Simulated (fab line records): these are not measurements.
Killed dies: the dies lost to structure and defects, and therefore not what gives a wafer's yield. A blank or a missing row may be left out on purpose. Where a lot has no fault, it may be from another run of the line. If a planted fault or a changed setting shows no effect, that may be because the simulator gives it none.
fab line records ; flow sky130
[record] lots = 5; wafers = 15; last-day = 50
route steps=708 shown VIA4@644 PAD_OPEN@708
lots with no fault: from the same line, run without faults
start-h: hours from the record's opening day to when the first of the lot's shown wafers began ; wait-h: hours elapsed since this lot's preceding step ; " unchanged from the row above ; L1.1+2: one row covering several wafers at once ; - no value present, or no start provided ; * or withheld: withheld ; < > ~ a bound
route shown NAME@n: a module of which the file shows steps, and the number in the route of the first ; usual: mean and standard deviation over wafers with no fault ; same: alike in all rows ; chamber/n: place in a boat ; sites: each site's reading ; _std_site: how widely they spread, as a standard deviation ; _edge_site: the outer-site mean with the inner-site mean subtracted ; radius-mm: for every site, how far away it sits from the centre of the wafer ; mask NAME#n: copy n ; behind: tool/chamber where the wafer was last shaped ; hold: why the lot was held/for how many hours/how that ended ; device: the transistor (n, p or np) that didn't switch ; end of line: tests run on the same wafers once the route is complete ; a step without rows: its recipe alone ; killed: count of dies lost to structure and defects at first sort (not the wafer's yield) ; map: a wafer's dies, x killed, . not, _ none there
set.NAME: the setting the step ran with; set.NAME@STEP: the setting that earlier step ran with ; model.NAME: the simulator's own value behind a step, which no gauge read
lots at some steps of the route; a table a step, a row a wafer
services: the hour from which a tool's chamber was out of use, counted from the record's first day as start-h (under 0 if before that day), plus the number of hours and why
[[steps]]
[step SKY_VIA4_HMDS_05]
[recipe] prime-time-s = 60; prime-temp-c = 120
[step SKY_VIA4_COAT_06]
[recipe] resist = NOVOLAK; spin-rpm = 3000; resist-thk-nm = 1140
[step SKY_VIA4_SOFTBAKE_07]
[recipe] temp-c = 90; time-s = 60; resist = NOVOLAK
[step SKY_VIA4_EXPOSE_08]
[recipe] mask-id = VIM4; na = 0.6; source-shape = conventional; sigma-outer = 0.6; polarization = unpolarized; target-cd-nm = 800; dose-mj = 132
[step SKY_VIA4_PEB_09]
[recipe] temp-c = withheld; time-s = *; resist = NOVOLAK
[step SKY_VIA4_DEVELOP_10]
[recipe] resist = NOVOLAK; developer = TMAH; develop-time-s = 60; dev-temp-c = 23
[step SKY_VIA4_OVL_MEAS_11]
[usual] VIA4_OVL = 0.7/1.4
lot.wafer;tool;chamber;start-h;wait-h;VIA4_OVL[nm]
L977.3;overlay-02;-;1026.24;0.1;0.6
L977.4;overlay-02;-;1026.24;0.1;2.7
L977.6;overlay-02;-;1026.24;0.1;1.3
L978.4;overlay-01;-;1035.93;0.1;-2.1
L978.5;overlay-01;-;1035.93;0.1;-1.2
L978.6;overlay-01;-;1035.93;0.1;-2.1
L983.2;overlay-01;-;1072.53;0.1;-1.1
L983.4;overlay-01;-;1072.53;0.1;-1.0
L983.5;overlay-01;-;1072.53;0.1;0.0
L992.2;overlay-02;-;1125.07;0.1;1.1
L992.3;overlay-02;-;1125.07;0.1;-0.2
L992.6;overlay-02;-;1125.07;0.1;0.8
L997.3;overlay-02;-;1143.68;0.1;0.6
L997.4;overlay-02;-;1143.68;0.1;0.4
L997.6;overlay-02;-;1143.68;0.1;1.1
[step SKY_VIA4_ETCH_12]
[recipe] target = SiO2; chemistry = C4F8/O2/Ar; stop-on = TiN; mask-material = NOVOLAK; source-w = 1500; bias-w = 1200; pressure-mtorr = 40; c4f8-flow-sccm = withheld; O2_flow_sccm = 6; Ar_flow_sccm = 300; time-s = withheld; target-depth-a = 5800
[usual] oes-product-au = 0.927/0.0046; rf-fwd-power-W = 1493/5.4
lot.wafer;tool;chamber;start-h;wait-h;oes-product-au;rf-fwd-power-W
L977.3;rie-diel-04;0;1026.26;0.0;0.937;1498
L977.4;rie-diel-04;3;1026.26;0.0;0.926;1492
L977.6;rie-diel-04;0;1026.26;0.0;0.927;1492
L978.4;rie-diel-03;3;1035.98;0.0;0.916;1488
L978.5;rie-diel-03;2;1035.98;0.0;0.926;1496
L978.6;rie-diel-03;0;1035.98;0.0;0.934;1491
L983.2;rie-diel-03;2;1072.56;0.0;0.924;1499
L983.4;rie-diel-03;0;1072.56;0.0;0.926;1502
L983.5;rie-diel-03;2;1072.56;0.0;0.934;1492
L992.2;rie-diel-01;1;1125.10;0.0;0.931;1486
L992.3;rie-diel-01;0;1125.10;0.0;0.927;1487
L992.6;rie-diel-01;1;1125.10;0.0;0.931;1487
L997.3;rie-diel-04;1;1143.70;0.0;0.929;1490
L997.4;rie-diel-04;3;1143.70;0.0;0.929;1503
L997.6;rie-diel-04;0;1143.70;0.0;0.929;1489
[step SKY_VIA4_STRIP_13]
[recipe] chemistry = O2/N2; power-w = 1400; pressure-mtorr = 1500; platen-temp-c = withheld; o2-flow-sccm = 3000; n2-flow-sccm = 300; overash-fraction = 0.5
[usual] drypump-motor-current-A = 5.95/0.25; oes-product-au = 0.709/0.0049; strip-time-to-endpoint-s = 12.802/0.029
lot.wafer;tool;chamber;start-h;wait-h;drypump-motor-current-A;oes-product-au;rf-hours-counter-h;strip-time-to-endpoint-s
L977.3;plasma-asher-03;1;1026.37;-;6.27;0.706;-;12.763
L977.4;plasma-asher-03;0;1026.37;-;6.19;0.708;-;12.780
L977.6;plasma-asher-03;0;1026.37;-;6.21;0.712;-;12.835
L978.4;plasma-asher-02;0;1036.05;-;5.83;0.708;-;12.827
L978.5;plasma-asher-02;1;1036.05;-;5.77;0.711;-;12.813
L978.6;plasma-asher-02;0;1036.05;-;5.83;0.708;-;12.830
L983.2;plasma-asher-02;0;1072.63;-;5.81;0.712;62;12.811
L983.4;plasma-asher-02;0;1072.63;-;5.82;0.696;-;12.784
L983.5;plasma-asher-02;0;1072.63;-;5.81;0.710;-;12.797
L992.2;plasma-asher-03;0;1125.17;-;6.17;0.713;6;12.771
L992.3;plasma-asher-03;0;1125.17;-;6.16;0.713;-;12.792
L992.6;plasma-asher-03;1;1125.17;-;6.25;0.714;-;12.835
L997.3;plasma-asher-04;0;1143.81;-;5.99;0.707;-;12.825
L997.4;plasma-asher-04;1;1143.81;-;5.54;0.701;-;12.830
L997.6;plasma-asher-04;0;1143.81;-;6.00;0.711;-;12.768
[step SKY_VIA4_STRIP_14]
[recipe] chemistry = post-etch-residue-remover; time-s = 1200; temp-c = 72.5
[step SKY_VIA4_CLEAN_15]
[recipe] chemistry = IPA; time-s = 180; temp-c = 25
[step SKY_VIA4_CLEAN_16]
[recipe] chemistry = O3/DIW; dry = n2-spin
[step SKY_VIA4_SPUTTER_17]
[recipe] material = TiN; target-thk-nm = 20; chamber-pressure-pa = 5; power-w = 4000; time-s = 80
[usual] throttle-valve-pct = 29.6/1.1
lot.wafer;tool;chamber;start-h;wait-h;throttle-valve-pct;model.TiN_of_VIA4_SPUTTER_17.thk-nm
L977.3;pvd-sputter-04;-;1026.97;0.0;28.1;20.4
L977.4;pvd-sputter-04;-;1026.97;0.0;28.8;19.91
L977.6;pvd-sputter-04;-;1026.97;0.0;28.8;19.79
L978.4;pvd-sputter-01;-;1037.01;0.0;29.1;19.78
L978.5;pvd-sputter-01;-;1037.01;0.0;29.1;19.6
L978.6;pvd-sputter-01;-;1037.01;0.0;28.8;20.15
L983.2;pvd-sputter-04;-;1073.26;0.0;28.9;23.5
L983.4;pvd-sputter-04;-;1073.26;0.0;28.2;20.45
L983.5;pvd-sputter-04;-;1073.26;0.0;30.4;23.74
L992.2;pvd-sputter-02;-;1125.82;0.0;30.5;20.36
L992.3;pvd-sputter-02;-;1125.82;0.0;27.9;20.4
L992.6;pvd-sputter-02;-;1125.82;0.0;30.3;20.5
L997.3;pvd-sputter-02;-;1144.41;0.0;27.8;20.19
L997.4;pvd-sputter-02;-;1144.41;0.0;29.0;20.46
L997.6;pvd-sputter-02;-;1144.41;0.0;30.6;20.28
[step SKY_VIA4_CVD_18]
[recipe] material = W; target-thk-nm = 505; time-s = 152.14; temp-c = 400; pressure-torr = 40
[usual] heater-power-w = 774/53
lot.wafer;tool;chamber;start-h;wait-h;heater-power-w
L977.3;cvd-w-02;1;1027.08;0.1;696
L977.4;cvd-w-02;0;1027.08;0.1;815
L977.6;cvd-w-02;0;1027.08;0.1;812
L978.4;cvd-w-02;0;1037.13;0.1;787
L978.5;cvd-w-02;0;1037.13;0.1;808
L978.6;cvd-w-02;1;1037.13;0.1;717
L983.2;cvd-w-01;0;1073.32;0.0;832
L983.4;cvd-w-01;0;1073.32;0.0;829
L983.5;cvd-w-01;0;1073.32;0.0;829
L992.2;cvd-w-01;1;1125.88;0.0;732
L992.3;cvd-w-01;0;1125.88;0.0;862
L992.6;cvd-w-01;0;1125.88;0.0;841
L997.3;cvd-w-02;0;1144.53;0.1;814
L997.4;cvd-w-02;1;1144.53;0.1;712
L997.6;cvd-w-02;1;1144.53;0.1;713
[step SKY_PAD_OPEN_PROBE_99]
[usual] defect-limited-yield = 82.4/1.9; killed_at_M0_to_M3 = 44/6.5; killed_at_M4_up = 3.0/1.5; killed-at-contacts = 25/5.1; killed-at-front-end = 14/4.1; killed-at-other = 0.3/0.57; killed-dies = 87/9.5; killed-open = 48/6.8; killed-short = 39/6.2; sort_bin_3_pad_short = 0.8/0.42; sort_bin_5_function = 10.4/1.4; sort_bin_6_memory = 6.3/1.2; sort-n-pass = 405/9.5; sort-yield-pct = 82.4/1.9
[same] gross-dies = 492; killed-at-back-side = 0; sort_bin_4_leakage[%] = 0; sort_bin_8_speed[%] = 0
lot.wafer;tool;chamber;start-h;wait-h;defect-limited-yield[%];killed_at_M0_to_M3;killed_at_M4_up;killed-at-contacts;killed-at-front-end;killed-at-other;killed-dies;killed-open;killed-short;sort_bin_3_pad_short[%];sort_bin_5_function[%];sort_bin_6_memory[%];sort-n-pass;sort-yield-pct[%]
L983.2;prober-01;-;1136.58;0.1;84.6;39;2;19;16;0;76;41;35;1.2;9.1;5.1;416;84.6
L983.4;prober-01;-;1136.68;0.2;84.3;36;2;27;12;0;77;50;27;0.8;9.6;5.3;415;84.3
L983.5;prober-01;-;1136.73;0.2;80.9;59;5;23;7;0;94;46;48;1.6;11.2;6.3;398;80.9
// killed by level:class
L983.2 VIA1:geometric-particle:open=9 CONTACT:geometric-particle:open=7 FIELD_ISO:geometric-particle:open=6 VIA3:geometric-particle:open=6 VIA1:geometric-particle:short=6 VIA2:geometric-particle:open=5 LOCAL_INTERCONNECT:geometric-particle:short=4 METAL2:geometric-particle:short=4
L983.4 VIA1:geometric-particle:open=10 CONTACT:geometric-particle:open=9 VIA2:geometric-particle:open=8 LI_CONTACT:geometric-particle:open=7 VIA3:geometric-particle:open=6 LOCAL_INTERCONNECT:geometric-particle:short=5 METAL2:geometric-particle:short=5 FIELD_ISO:geometric-particle:open=4
L983.5 CONTACT:geometric-particle:open=11 VIA2:geometric-particle:open=11 VIA1:geometric-particle:open=10 VIA3:geometric-particle:open=10 METAL1:geometric-particle:short=7 METAL2:geometric-particle:short=6 VIA1:geometric-particle:short=6 VIA3:geometric-particle:short=5
[[services]]
tool;chamber;start-h;hours;kind
rie-diel-01;2;1002.63;5.7;repair
rie-diel-04;-;1005.37;14.6;pm
rie-diel-01;-;1008.06;0.9;repair
cvd-w-01;1;1009.67;17.1;repair
pvd-sputter-04;-;1023.68;0.9;repair
rie-diel-01;1;1025.43;3.1;repair
pvd-sputter-02;0;1027.83;-;consumable-replace:kit
pvd-sputter-02;0;1027.83;18.0;scheduled-down
pvd-sputter-02;0;1027.83;18.0;vent-cycle
rie-diel-04;1;1028.29;4.7;repair
rie-diel-03;1;1034.36;6.4;repair
rie-diel-04;2;1040.03;-;clean
plasma-asher-02;-;1053.56;4.3;pm
plasma-asher-03;-;1055.25;9.0;pm
cvd-w-02;1;1057.13;2.9;repair
pvd-sputter-01;-;1066.42;2.5;repair
rie-diel-04;2;1067.23;2.1;repair
rie-diel-03;-;1069.95;0.6;repair
plasma-asher-02;-;1074.12;4.5;repair
plasma-asher-02;-;1085.22;1.6;repair
pvd-sputter-02;-;1113.11;2.0;repair
rie-diel-04;2;1120.63;5.2;repair
plasma-asher-04;-;1121.10;5.6;repair
rie-diel-04;2;1140.55;19.7;repair
[[key]]
first-sign none at tools or gauges
[model-effect] step = SKY_VIA4_SPUTTER_17; value = TiN_of_VIA4_SPUTTER_17.thk-nm; without = 20.08; struck = 23.62
met-at SKY_VIA4_SPUTTER_17
struck-wafers L983.2,L983.5
onset-between 1026.97 1073.26
[fault] kind = process-parameter-drift; tool = pvd-sputter-04; chamber = -; onset-h = 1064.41; steps = SKY_VIA4_SPUTTER_17; channel = time-s; offset = *; shape = step; end-h = 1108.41; scope = struck-wafers-only; acts-in = *; stated = *
